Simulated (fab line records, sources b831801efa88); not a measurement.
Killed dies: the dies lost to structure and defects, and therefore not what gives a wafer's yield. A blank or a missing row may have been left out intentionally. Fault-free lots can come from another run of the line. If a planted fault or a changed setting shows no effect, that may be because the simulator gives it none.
Chamber matching | flow gf180mcu | cmp-01 running GF_STI_CMP_25: 4 sister chambers
The step polishes, stops on Si3N4, t overpolish 33 s, target thk 524.6 nm. 8 wafers are shown with their chamber, then 7 later ones without.

## WAFERS WITH THEIR CHAMBER
wafer  | chamber | motor-current-A (A) | time-to-endpoint-s (s)
L514.5 | 2       | 10.1                | 115
L517.2 | 0       | 11.0                | 135
L517.3 | 1       | 11.1                | 126
L519.1 | 1       | 11.7                | 127
L519.4 | 0       | 10.7                | 130
L519.6 | 3       | 15.6                | 122
L520.1 | 3       | 15.8                | 122
L520.2 | 2       | 9.9                 | 119

## WAFERS WHOSE CHAMBER IS MISSING
wafer  | motor-current-A (A) | time-to-endpoint-s (s)
L520.6 | 16.5                | 122
L521.1 | 11.4                | 130
L521.3 | 9.5                 | 121
L521.5 | 15.8                | 126
L530.1 | 11.8                | 123
L530.2 | 9.7                 | 120
L530.3 | 16.2                | 116

## WHICH CHAMBER EACH WENT THROUGH
wafer  | from the rows above     | in truth
L520.6 | 3                       | 3
L521.1 | can't be placed: 1 or 0 | 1
L521.3 | 2                       | 2
L521.5 | 3                       | 3
L530.1 | 1                       | 1
L530.2 | 2                       | 2
L530.3 | 3                       | 3
6 of 7 placed correctly. These rows do not allow placing 1 (true chamber among the candidates in 1). Placed wrongly: 0.
How it was worked out, from the rows above alone: a wafer's distance from a chamber is the root of the sum, over the readings, of the square of ((its reading less the chamber's mean) divided by the reading's scatter). The wafer belongs to the nearest chamber; if the next one is less than 2 further off, it can't be placed. A chamber's mean is the mean of its shown wafers. The scatter: the root of (the sum of the squares of (reading less its chamber's mean) over the shown wafers, divided by (wafers less chambers)).
